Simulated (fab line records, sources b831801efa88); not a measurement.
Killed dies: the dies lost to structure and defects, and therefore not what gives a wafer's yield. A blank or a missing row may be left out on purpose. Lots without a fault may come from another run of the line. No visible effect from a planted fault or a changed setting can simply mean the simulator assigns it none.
fab line records	flow gf180mcu
record: lots: 5	wafers: 15	last_day: 34
route steps=602 shown HV_LDD@226 NSD@235 PSD@248
lots with no fault: from the same line, run without faults
start_h: the number of hours between the record's first day and the start of the first shown wafer of the lot	wait_h: time in hours since the lot's previous step	" identical to the entry in the row above	L1.1+2: a single row standing in for several wafers	- no value, or no start was given	* or withheld: withheld	< > ~ a bound
route shown NAME@n: a module of which the file shows steps, and the number in the route of the first	usual: mean/standard deviation of fault-free wafers	same: alike in all rows	chamber/n: place in a boat	sites: the reading at each site	_std_site: the standard deviation of these	_edge_site: the outer-site mean with the inner-site mean subtracted	radius_mm: how far each site lies from the wafer's centre	mask NAME#n: copy n	behind: the most recent tool/chamber to have shaped the wafer	hold: cause of the lot's hold/its duration in hours/its outcome	device: which transistor (n, p or np) failed to switch	end of line: the same wafers' tests at the end of the route	for a step that has no rows: nothing shown but its recipe	killed: dies lost to structure and defects at the first sort, not the wafer's yield	map: the dies of a wafer, with x for killed, . for not killed, _ for no die there
set.NAME: the setting that was run; set.NAME@STEP: the one run at that earlier step	model.NAME: the simulator's own value behind a step, which no gauge read
a table for each step, a row for each wafer; lots at some steps of the route
services: a tool's chamber out of use, with start hour (start_h, from the record's first day; less than 0 if before it), hours out, and reason
== steps ==
step: GF_HV_LDD_TW_MEAS_50
usual: HV_LDD_4_TW: 568/6.6
lot.wafer	tool	chamber	start_h	wait_h	HV_LDD_4_TW
L075.4	film_metro-04	-	277.37	0.1	562
L075.5	"	-	"	"	561
L075.6	"	-	"	"	559
L082.2	film_metro-04	-	327.85	0.1	561
L082.3	"	-	"	"	563
L082.6	"	-	"	"	562
L083.1	film_metro-03	-	339.29	0.1	579
L083.2	"	-	"	"	577
L083.6	"	-	"	"	579
L085.1	film_metro-03	-	353.17	0.1	580
L085.2	"	-	"	"	577
L085.5	"	-	"	"	578
L095.1	film_metro-02	-	469.88	0.1	570
L095.4	"	-	"	"	570
L095.6	"	-	"	"	567
step: GF_HV_LDD_CLEAN_51
recipe: chemistry: SC1/SC2	mix: 1:4:20	temp_c: 70	time_s: 150	dry: n2_spin
same: time_s: 150
lot.wafer	tool	chamber	start_h	wait_h
L075.4+5+6	wet_bench-01	2	277.40	0.0
L082.2+3+6	wet_bench-01	2	327.90	0.0
L083.1+2+6	wet_bench-04	0	339.35	0.1
L085.1+2+5	wet_bench-02	1	353.23	0.1
L095.1+4+6	wet_bench-04	1	469.94	0.1
step: GF_HV_LDD_RTA_52
recipe: temp_c: 1000	time_s: 10	ambient: N2
usual: chamber_o2_ppm: 2.002/0.021	lamp_power_pct: 36.1/2.9	wafer_temp_C_max: 1005.6/0.99
same: time_s: 10
lot.wafer	tool	chamber	start_h	wait_h	chamber_o2_ppm	lamp_power_pct	wafer_temp_C_max
L075.4	rtp_anneal-01	0	277.49	0.0	1.976	38.8	1006.0
L075.5	"	0	"	"	2.002	38.7	1006.0
L075.6	"	0	"	"	2.005	38.7	1006.5
L082.2	rtp_anneal-02	0	327.96	0.0	2.002	32.9	1005.8
L082.3	"	0	"	"	1.972	32.9	1004.3
L082.6	"	0	"	"	2.003	32.9	1006.7
L083.1	rtp_anneal-02	0	339.40	0.0	2.017	32.9	1005.2
L083.2	"	0	"	"	1.998	32.9	1005.5
L083.6	"	0	"	"	1.990	32.9	1005.4
L085.1	rtp_anneal-02	0	353.28	0.0	2.003	32.9	1006.5
L085.2	"	0	"	"	1.995	32.9	1006.2
L085.5	"	0	"	"	2.006	32.9	1006.3
L095.1	rtp_anneal-01	0	469.99	0.0	1.967	38.8	1004.9
L095.4	"	0	"	"	2.021	38.8	1005.9
L095.6	"	0	"	"	2.011	38.8	1006.3
step: GF_HV_LDD_RS_MEAS_53
recipe: thk_meas_gauge: four-point-probe
usual: HV_LDD_RS: 418.3/0.89
lot.wafer	tool	chamber	start_h	wait_h	HV_LDD_RS[ohm/sq]
L075.4	film_metro-03	-	277.58	0.1	418.2
L075.5	"	-	"	"	418.3
L075.6	"	-	"	"	417.5
L082.2	film_metro-04	-	328.03	0.1	417.9
L082.3	"	-	"	"	418.7
L082.6	"	-	"	"	418.3
L083.1	film_metro-02	-	339.47	0.1	420.6
L083.2	"	-	"	"	419.4
L083.6	"	-	"	"	419.8
L085.1	film_metro-02	-	353.35	0.1	419.6
L085.2	"	-	"	"	419.3
L085.5	"	-	"	"	419.7
L095.1	film_metro-03	-	470.06	0.1	417.2
L095.4	"	-	"	"	417.5
L095.6	"	-	"	"	417.4
step: GF_HV_LDD_CVD_54
recipe: material: SiO2	target_thk_nm: 10	precursor: TEOS	temp_c: 680	time_s: 75	pressure_mtorr: 400
usual: zone_power_bottom_pct: 15.3/0.85
same: time_s: 75
lot.wafer	tool	chamber	start_h	wait_h	zone_power_bottom_pct
L075.4	lpcvd-01	1	277.64	0.0	16.0
L075.5	"	1	"	"	15.9
L075.6	"	1	"	"	15.8
L082.2	lpcvd-02	1	328.13	0.1	15.8
L082.3	"	1	"	"	15.9
L082.6	"	1	"	"	16.2
L083.1	lpcvd-02	1	340.03	0.5	16.0
L083.2	"	1	"	"	15.6
L083.6	"	1	"	"	15.9
L085.1	lpcvd-01	1	353.47	0.1	16.3
L085.2	"	1	"	"	15.8
L085.5	"	1	"	"	15.9
L095.1	lpcvd-02	1	471.13	1.0	15.9
L095.4	"	1	"	"	15.9
L095.6	"	1	"	"	15.8
step: GF_HV_LDD_THK_MEAS_55
recipe: reads: SiO2_of_HV_LDD_CVD_54
usual: HV_LDD_CVD_54_THK: 9.99/0.12
lot.wafer	tool	chamber	start_h	wait_h	HV_LDD_CVD_54_THK[nm]
L075.4	film_metro-03	-	279.20	0.0	9.99
L075.5	"	-	"	"	9.90
L075.6	"	-	"	"	9.97
L082.2	film_metro-04	-	329.16	0.0	10.06
L082.3	"	-	"	"	9.96
L082.6	"	-	"	"	9.98
L083.1	film_metro-03	-	341.05	0.0	9.88
L083.2	"	-	"	"	9.91
L083.6	"	-	"	"	9.85
L085.1	film_metro-03	-	354.49	0.0	9.95
L085.2	"	-	"	"	10.16
L085.5	"	-	"	"	10.09
L095.1	film_metro-02	-	472.15	0.0	10.01
L095.4	"	-	"	"	10.07
L095.6	"	-	"	"	9.93
step: GF_HV_LDD_CVD_56
recipe: material: Si3N4	precursor: DCS/NH3	target_thk_nm: 90	temp_c: 770	time_s: 1543	pressure_mtorr: 250
usual: zone_power_bottom_pct: 19.2/1.1
same: time_s: 1543
lot.wafer	tool	chamber	start_h	wait_h	zone_power_bottom_pct
L075.4	lpcvd-01	0	279.23	0.0	18.6
L075.5	"	0	"	"	19.0
L075.6	"	0	"	"	18.8
L082.2	lpcvd-01	0	329.21	0.0	18.7
L082.3	"	0	"	"	18.7
L082.6	"	0	"	"	18.8
L083.1	lpcvd-01	0	341.11	0.1	19.0
L083.2	"	0	"	"	18.6
L083.6	"	0	"	"	18.8
L085.1	lpcvd-01	1	354.55	0.1	20.6
L085.2	"	1	"	"	20.6
L085.5	"	1	"	"	20.2
L095.1	lpcvd-02	0	472.21	0.1	17.6
L095.4	"	0	"	"	17.5
L095.6	"	0	"	"	17.9
step: GF_HV_LDD_THK_MEAS_57
recipe: reads: Si3N4_of_HV_LDD_CVD_56
usual: HV_LDD_CVD_56_THK: 90.1/0.89
lot.wafer	tool	chamber	start_h	wait_h	HV_LDD_CVD_56_THK[nm]
L075.4	film_metro-03	-	281.40	0.0	90.1
L075.5	"	-	"	"	89.5
L075.6	"	-	"	"	89.8
L082.2	film_metro-02	-	330.65	0.0	90.8
L082.3	"	-	"	"	91.2
L082.6	"	-	"	"	91.0
L083.1	film_metro-04	-	342.54	0.0	89.5
L083.2	"	-	"	"	90.6
L083.6	"	-	"	"	90.1
L085.1	film_metro-03	-	355.98	0.0	90.0
L085.2	"	-	"	"	89.4
L085.5	"	-	"	"	90.4
L095.1	film_metro-02	-	473.64	0.0	89.4
L095.4	"	-	"	"	89.3
L095.6	"	-	"	"	89.2
step: GF_HV_LDD_ETCHBACK_58
recipe: chemistry: CH3F/O2	target: Si3N4	stop_on: SiO2	source_w: 400	bias_w: 80	pressure_mtorr: 25	ch3f_flow_sccm: 40	O2_flow_sccm: 30	time_s: 100	target_depth_a: 900
usual: drypump_motor_current_A: 5.7/0.32	oes_product_au: 0.843/0.0064	throttle_valve_pct: 10.560/0.0088
same: time_s: 100
lot.wafer	tool	chamber	start_h	wait_h	drypump_motor_current_A	oes_product_au	rf_hours_counter_h	throttle_valve_pct
L075.4	rie_diel-01	2	281.43	0.0	5.1	0.836	7	10.549
L075.5	"	1	"	"	5.6	0.846	-	10.556
L075.6	"	2	"	"	5.1	0.831	-	10.560
L082.2	rie_diel-02	1	330.70	0.0	5.5	0.838	4	10.559
L082.3	"	2	"	"	5.9	0.844	102	10.542
L082.6	"	3	"	"	6.2	0.843	-	10.547
L083.1	rie_diel-02	2	342.60	0.1	5.9	0.836	102	10.566
L083.2	"	1	"	"	5.5	0.843	5	10.577
L083.6	"	3	"	"	6.2	0.841	-	10.561
L085.1	rie_diel-01	0	356.04	0.1	5.4	0.844	6	10.564
L085.2	"	1	"	"	5.6	0.837	51	10.568
L085.5	"	1	"	"	5.6	0.851	-	10.555
L095.1	rie_diel-02	3	473.70	0.1	6.2	0.841	11	10.566
L095.4	"	2	"	"	5.9	0.844	0	10.564
L095.6	"	3	"	"	6.3	0.837	-	10.568
step: GF_NSD_DEHYDRATE_00
recipe: temp_c: 200	time_s: 60
usual: exhaust_pa: 45.2/0.87
same: time_s: 60
lot.wafer	tool	chamber	start_h	wait_h	exhaust_pa
L075.4	litho_track-01	0	290.66	9.2	44.5
L075.5	"	0	"	"	44.6
L075.6	"	0	"	"	44.5
L082.2	litho_track-04	0	340.44	9.7	45.4
L082.3	"	0	"	"	44.9
L082.6	"	0	"	"	43.8
L083.1	litho_track-04	0	352.37	9.7	46.9
L083.2	"	0	"	"	46.2
L083.6	"	0	"	"	46.9
L085.1	litho_track-01	0	366.09	10.0	46.2
L085.2	"	0	"	"	46.2
L085.5	"	0	"	"	44.3
L095.1	litho_track-02	0	485.33	11.6	43.7
L095.4	"	0	"	"	43.4
L095.6	"	0	"	"	43.5
step: GF_NSD_HMDS_01
recipe: prime_time_s: 60	prime_temp_c: 120
usual: exhaust_pa: 44.8/0.87	prime_temp_c: 120.02/0.13
lot.wafer	tool	chamber	start_h	wait_h	exhaust_pa	prime_temp_c
L075.4	litho_track-01	0	290.81	0.1	44.1	120.07
L075.5	"	0	"	"	43.7	120.09
L075.6	"	0	"	"	46.2	120.08
L082.2	litho_track-04	0	340.59	0.1	43.8	120.22
L082.3	"	0	"	"	45.1	120.04
L082.6	"	0	"	"	43.5	120.17
L083.1	litho_track-04	0	352.52	0.1	44.6	120.17
L083.2	"	0	"	"	44.7	120.29
L083.6	"	0	"	"	45.0	120.38
L085.1	litho_track-01	0	366.24	0.1	44.9	120.08
L085.2	"	0	"	"	45.0	120.13
L085.5	"	0	"	"	44.6	120.01
L095.1	litho_track-02	0	485.48	0.1	44.7	119.96
L095.4	"	0	"	"	44.4	120.00
L095.6	"	0	"	"	45.4	120.01
step: GF_NSD_COAT_02
recipe: resist: NOVOLAK	spin_rpm: 3000	resist_thk_nm: 1000
usual: dispense_pressure_kPa: 51/3.6	exhaust_pa: 45.1/0.9
lot.wafer	tool	chamber	start_h	wait_h	dispense_pressure_kPa	exhaust_pa
L075.4	litho_track-01	0	290.96	0.1	53	45.2
L075.5	"	0	"	"	53	45.1
L075.6	"	0	"	"	53	45.0
L082.2	litho_track-04	0	340.74	0.1	46	46.6
L082.3	"	0	"	"	46	45.4
L082.6	"	0	"	"	46	46.9
L083.1	litho_track-04	0	352.67	0.1	46	44.5
L083.2	"	0	"	"	46	44.8
L083.6	"	0	"	"	46	44.5
L085.1	litho_track-01	0	366.39	0.1	53	46.5
L085.2	"	0	"	"	53	45.1
L085.5	"	0	"	"	53	44.1
L095.1	litho_track-02	0	485.63	0.1	54	44.7
L095.4	"	0	"	"	54	45.8
L095.6	"	0	"	"	54	45.1
step: GF_NSD_SOFTBAKE_03
recipe: temp_c: 90	time_s: 60	resist: NOVOLAK
usual: exhaust_pa: 44.8/0.8
same: time_s: 60
lot.wafer	tool	chamber	start_h	wait_h	exhaust_pa
L075.4	litho_track-01	0	291.11	0.1	44.5
L075.5	"	0	"	"	44.6
L075.6	"	0	"	"	43.8
L082.2	litho_track-04	0	340.89	0.1	44.9
L082.3	"	0	"	"	45.7
L082.6	"	0	"	"	46.4
L083.1	litho_track-04	0	352.82	0.1	43.7
L083.2	"	0	"	"	44.8
L083.6	"	0	"	"	44.5
L085.1	litho_track-01	0	366.54	0.1	44.6
L085.2	"	0	"	"	44.7
L085.5	"	0	"	"	44.6
L095.1	litho_track-02	0	485.78	0.1	45.3
L095.4	"	0	"	"	45.2
L095.6	"	0	"	"	44.5
step: GF_NSD_EXPOSE_04
recipe: mask_id: Nplus	target_cd_nm: 400	na: 0.6	source_shape: conventional	sigma_outer: 0.6	dose_mj: 140
lot.wafer	tool	chamber	start_h	wait_h	mask
L075.4+5+6	iline_stepper-02	0	-	-	Nplus#0
L082.2+3+6	iline_stepper-02	0	-	-	Nplus#0
L083.1+2+6	iline_stepper-02	0	-	-	Nplus#0
L085.1+2+5	iline_stepper-02	0	-	-	Nplus#0
L095.1+4+6	iline_stepper-01	0	-	-	Nplus#0
step: GF_NSD_PEB_05
recipe: temp_c: withheld	time_s: *	resist: NOVOLAK
usual: exhaust_pa: 44.9/0.83
same: time_s: *
lot.wafer	tool	chamber	start_h	wait_h	exhaust_pa
L075.4	litho_track-02	0	-	-	45.4
L075.5	"	0	"	"	45.8
L075.6	"	0	"	"	45.5
L082.2	litho_track-01	0	-	-	44.7
L082.3	"	0	"	"	45.7
L082.6	"	0	"	"	44.8
L083.1	litho_track-04	0	-	-	46.9
L083.2	"	0	"	"	44.9
L083.6	"	0	"	"	47.0
L085.1	litho_track-01	0	-	-	45.0
L085.2	"	0	"	"	45.2
L085.5	"	0	"	"	46.5
L095.1	litho_track-02	0	-	-	44.8
L095.4	"	0	"	"	45.8
L095.6	"	0	"	"	44.6
step: GF_NSD_DEVELOP_06
recipe: develop_time_s: 60	dev_temp_c: 23
usual: exhaust_pa: 45.4/0.81
lot.wafer	tool	chamber	start_h	wait_h	exhaust_pa
L075.4	litho_track-02	0	301.10	0.1	45.5
L075.5	"	0	"	"	46.2
L075.6	"	0	"	"	45.5
L082.2	litho_track-01	0	351.46	0.1	45.2
L082.3	"	0	"	"	44.3
L082.6	"	0	"	"	45.6
L083.1	litho_track-04	0	363.07	0.1	45.9
L083.2	"	0	"	"	45.9
L083.6	"	0	"	"	45.2
L085.1	litho_track-01	0	377.78	0.1	46.1
L085.2	"	0	"	"	45.4
L085.5	"	0	"	"	44.7
L095.1	litho_track-02	0	496.88	0.1	46.2
L095.4	"	0	"	"	45.5
L095.6	"	0	"	"	45.2
step: GF_NSD_CD_MEAS_07
recipe: target_cd_nm: 400
usual: cd_nm: 400.2/1.8
lot.wafer	tool	chamber	start_h	wait_h	cd_nm
L075.4	cd_sem-01	-	301.24	0.1	399.3
L075.5	"	-	"	"	399.7
L075.6	"	-	"	"	399.8
L082.2	cd_sem-01	-	351.61	0.1	403.6
L082.3	"	-	"	"	401.7
L082.6	"	-	"	"	401.2
L083.1	cd_sem-01	-	363.24	0.1	399.7
L083.2	"	-	"	"	400.1
L083.6	"	-	"	"	399.1
L085.1	cd_sem-02	-	377.93	0.1	398.8
L085.2	"	-	"	"	399.2
L085.5	"	-	"	"	399.6
L095.1	cd_sem-01	-	497.03	0.1	401.5
L095.4	"	-	"	"	400.7
L095.6	"	-	"	"	400.7
step: GF_NSD_OVL_MEAS_08
usual: NSD_OVL: 0.5/1.5
lot.wafer	tool	chamber	start_h	wait_h	NSD_OVL[nm]
L075.4	overlay-01	-	301.32	0.1	-1.3
L075.5	"	-	"	"	-0.4
L075.6	"	-	"	"	-2.0
L082.2	overlay-02	-	351.71	0.1	-1.4
L082.3	"	-	"	"	-0.4
L082.6	"	-	"	"	-1.2
L083.1	overlay-01	-	363.36	0.1	1.1
L083.2	"	-	"	"	1.0
L083.6	"	-	"	"	-0.8
L085.1	overlay-01	-	378.05	0.1	-2.0
L085.2	"	-	"	"	-2.3
L085.5	"	-	"	"	-2.0
L095.1	overlay-02	-	497.15	0.1	1.2
L095.4	"	-	"	"	-0.3
L095.6	"	-	"	"	-0.9
step: GF_NSD_IMPLANT_09
recipe: species: As	energy_kev: 60	dose_cm2: 4e+15	tilt_deg: 7
usual: tilt_deg: 7.002/0.019
lot.wafer	tool	chamber	start_h	wait_h	tilt_deg
L075.4	implanter-04	0	301.41	0.1	6.966
L075.5	"	0	"	"	7.020
L075.6	"	0	"	"	7.006
L082.2	implanter-02	0	351.77	0.0	6.979
L082.3	"	0	"	"	6.992
L082.6	"	0	"	"	6.992
L083.1	implanter-03	0	363.39	0.0	6.994
L083.2	"	0	"	"	6.984
L083.6	"	0	"	"	6.968
L085.1	implanter-02	0	378.09	0.0	6.994
L085.2	"	0	"	"	6.985
L085.5	"	0	"	"	6.990
L095.1	implanter-04	0	497.18	0.0	7.031
L095.4	"	0	"	"	7.029
L095.6	"	0	"	"	7.024
step: GF_NSD_IMPLANT_10
recipe: species: P	energy_kev: 40	dose_cm2: 5e+14	tilt_deg: 7
usual: tilt_deg: 6.999/0.018
lot.wafer	tool	chamber	start_h	wait_h	tilt_deg
L075.4	implanter-04	0	301.56	0.1	6.981
L075.5	"	0	"	"	6.984
L075.6	"	0	"	"	6.960
L082.2	implanter-02	0	351.92	0.1	7.024
L082.3	"	0	"	"	6.956
L082.6	"	0	"	"	6.996
L083.1	implanter-03	0	363.54	0.1	6.995
L083.2	"	0	"	"	6.994
L083.6	"	0	"	"	7.021
L085.1	implanter-02	0	378.24	0.1	7.004
L085.2	"	0	"	"	6.995
L085.5	"	0	"	"	6.994
L095.1	implanter-04	0	497.33	0.1	7.014
L095.4	"	0	"	"	7.012
L095.6	"	0	"	"	7.008
step: GF_NSD_STRIP_11
recipe: chemistry: O2/N2	power_w: 1400	pressure_mtorr: 1500	platen_temp_c: 250	o2_flow_sccm: 3000	n2_flow_sccm: 300	overash_fraction: 0.5
usual: drypump_motor_current_A: 5.7/0.47	heater_power_w: 338/22	n2_flow_sccm: 300.0/0.86	oes_product_au: 0.487/0.005	strip_time_to_endpoint_s: 22.942/0.029
lot.wafer	tool	chamber	start_h	wait_h	drypump_motor_current_A	heater_power_w	n2_flow_sccm	oes_product_au	rf_hours_counter_h	strip_time_to_endpoint_s
L075.4	plasma_asher-01	1	301.67	0.1	6.3	372	299.5	0.493	-	22.967
L075.5	"	1	"	"	6.3	361	299.4	0.482	-	22.951
L075.6	"	0	"	"	6.5	336	300.7	0.487	-	22.916
L082.2	plasma_asher-02	0	352.04	0.1	5.2	334	299.1	0.486	23	22.931
L082.3	"	1	"	"	5.9	315	300.4	0.484	-	22.972
L082.6	"	0	"	"	5.2	342	300.3	0.483	-	22.914
L083.1	plasma_asher-02	0	363.69	0.1	5.2	321	301.0	0.482	25	22.892
L083.2	"	1	"	"	5.9	307	299.5	0.493	25	22.904
L083.6	"	1	"	"	5.9	319	298.2	0.486	-	22.910
L085.1	plasma_asher-02	1	378.39	0.1	5.9	309	300.3	0.491	26	22.920
L085.2	"	0	"	"	5.2	337	298.3	0.493	26	22.908
L085.5	"	1	"	"	5.9	317	301.1	0.487	-	22.902
L095.1	plasma_asher-03	1	497.48	0.1	5.3	310	299.8	0.482	72	22.961
L095.4	"	1	"	"	5.3	318	300.6	0.481	-	22.944
L095.6	"	0	"	"	5.5	369	297.8	0.485	-	22.961
step: GF_NSD_TW_MEAS_12
usual: NSD_TW: 4238/47
lot.wafer	tool	chamber	start_h	wait_h	NSD_TW
L075.4	film_metro-04	-	301.77	0.1	4226
L075.5	"	-	"	"	4202
L075.6	"	-	"	"	4222
L082.2	film_metro-02	-	352.15	0.1	4244
L082.3	"	-	"	"	4237
L082.6	"	-	"	"	4246
L083.1	film_metro-04	-	363.79	0.1	4178
L083.2	"	-	"	"	4159
L083.6	"	-	"	"	4158
L085.1	film_metro-02	-	378.49	0.1	4210
L085.2	"	-	"	"	4223
L085.5	"	-	"	"	4231
L095.1	film_metro-02	-	497.58	0.1	4259
L095.4	"	-	"	"	4252
L095.6	"	-	"	"	4256
step: GF_PSD_DEHYDRATE_00
recipe: temp_c: 200	time_s: 60
usual: exhaust_pa: 44.8/1
same: time_s: 60
lot.wafer	tool	chamber	start_h	wait_h	exhaust_pa
L075.4	litho_track-02	0	311.30	9.5	43.7
L075.5	"	0	"	"	45.0
L075.6	"	0	"	"	43.9
L082.2	litho_track-02	0	362.50	10.3	43.6
L082.3	"	0	"	"	45.1
L082.6	"	0	"	"	43.4
L083.1	litho_track-04	0	373.82	10.0	43.3
L083.2	"	0	"	"	43.6
L083.6	"	0	"	"	43.7
L085.1	litho_track-04	0	389.12	10.6	44.7
L085.2	"	0	"	"	44.3
L085.5	"	0	"	"	44.5
L095.1	litho_track-02	0	508.98	11.4	43.2
L095.4	"	0	"	"	45.8
L095.6	"	0	"	"	44.6
step: GF_PSD_HMDS_01
recipe: prime_time_s: 60	prime_temp_c: 120
usual: exhaust_pa: 45.0/1	prime_temp_c: 119.97/0.12
lot.wafer	tool	chamber	start_h	wait_h	exhaust_pa	prime_temp_c
L075.4	litho_track-02	0	311.45	0.1	45.6	119.91
L075.5	"	0	"	"	44.3	119.98
L075.6	"	0	"	"	44.0	120.00
L082.2	litho_track-02	0	362.65	0.1	45.4	119.91
L082.3	"	0	"	"	46.3	120.08
L082.6	"	0	"	"	45.8	120.07
L083.1	litho_track-04	0	373.97	0.1	44.7	119.93
L083.2	"	0	"	"	44.5	120.19
L083.6	"	0	"	"	45.1	120.03
L085.1	litho_track-04	0	389.27	0.1	43.6	120.15
L085.2	"	0	"	"	45.0	120.13
L085.5	"	0	"	"	46.4	119.89
L095.1	litho_track-02	0	509.13	0.1	45.8	120.10
L095.4	"	0	"	"	47.1	119.89
L095.6	"	0	"	"	45.8	119.84
step: GF_PSD_COAT_02
recipe: resist: NOVOLAK	spin_rpm: 3000	resist_thk_nm: 1000
usual: dispense_pressure_kPa: 50/3.4	exhaust_pa: 45.3/0.92
lot.wafer	tool	chamber	start_h	wait_h	dispense_pressure_kPa	exhaust_pa
L075.4	litho_track-02	0	311.60	0.1	54	46.8
L075.5	"	0	"	"	54	45.5
L075.6	"	0	"	"	54	45.4
L082.2	litho_track-02	0	362.80	0.1	54	45.5
L082.3	"	0	"	"	54	44.1
L082.6	"	0	"	"	54	44.0
L083.1	litho_track-04	0	374.12	0.1	46	46.0
L083.2	"	0	"	"	46	46.1
L083.6	"	0	"	"	46	45.6
L085.1	litho_track-04	0	389.42	0.1	46	43.8
L085.2	"	0	"	"	46	44.0
L085.5	"	0	"	"	46	44.7
L095.1	litho_track-02	0	509.28	0.1	54	45.9
L095.4	"	0	"	"	54	45.8
L095.6	"	0	"	"	54	46.6
== services ==
tool	chamber	start_h	hours	kind
rie_diel-01	3	255.03	11.0	repair
plasma_asher-02	-	262.83	1.6	repair
rie_diel-01	-	269.21	2.8	pm
wet_bench-04	-	274.50	1.7	repair
lpcvd-02	-	289.85	6.6	repair
rie_diel-02	3	298.76	7.4	repair
rie_diel-02	2	300.75	4.2	repair
implanter-03	-	301.53	4.3	pm
lpcvd-02	-	303.87	4.3	pm
implanter-02	-	308.93	1.4	repair
plasma_asher-02	-	312.78	3.6	repair
implanter-02	-	358.64	3.8	pm
iline_stepper-02	-	378.52	9.9	repair
iline_stepper-02	-	379.63	0.8	repair
lpcvd-01	-	389.73	1.9	repair
implanter-02	-	411.02	1.0	repair
lpcvd-02	-	421.79	2.8	pm
implanter-02	-	422.30	1.5	repair
iline_stepper-02	-	423.72	1.7	pm
implanter-04	-	444.51	2.1	repair
lpcvd-01	-	446.59	2.8	pm
implanter-04	-	460.87	2.3	pm
implanter-04	-	468.35	1.9	repair
rie_diel-02	2	492.68	2.6	repair
== key ==
fault none
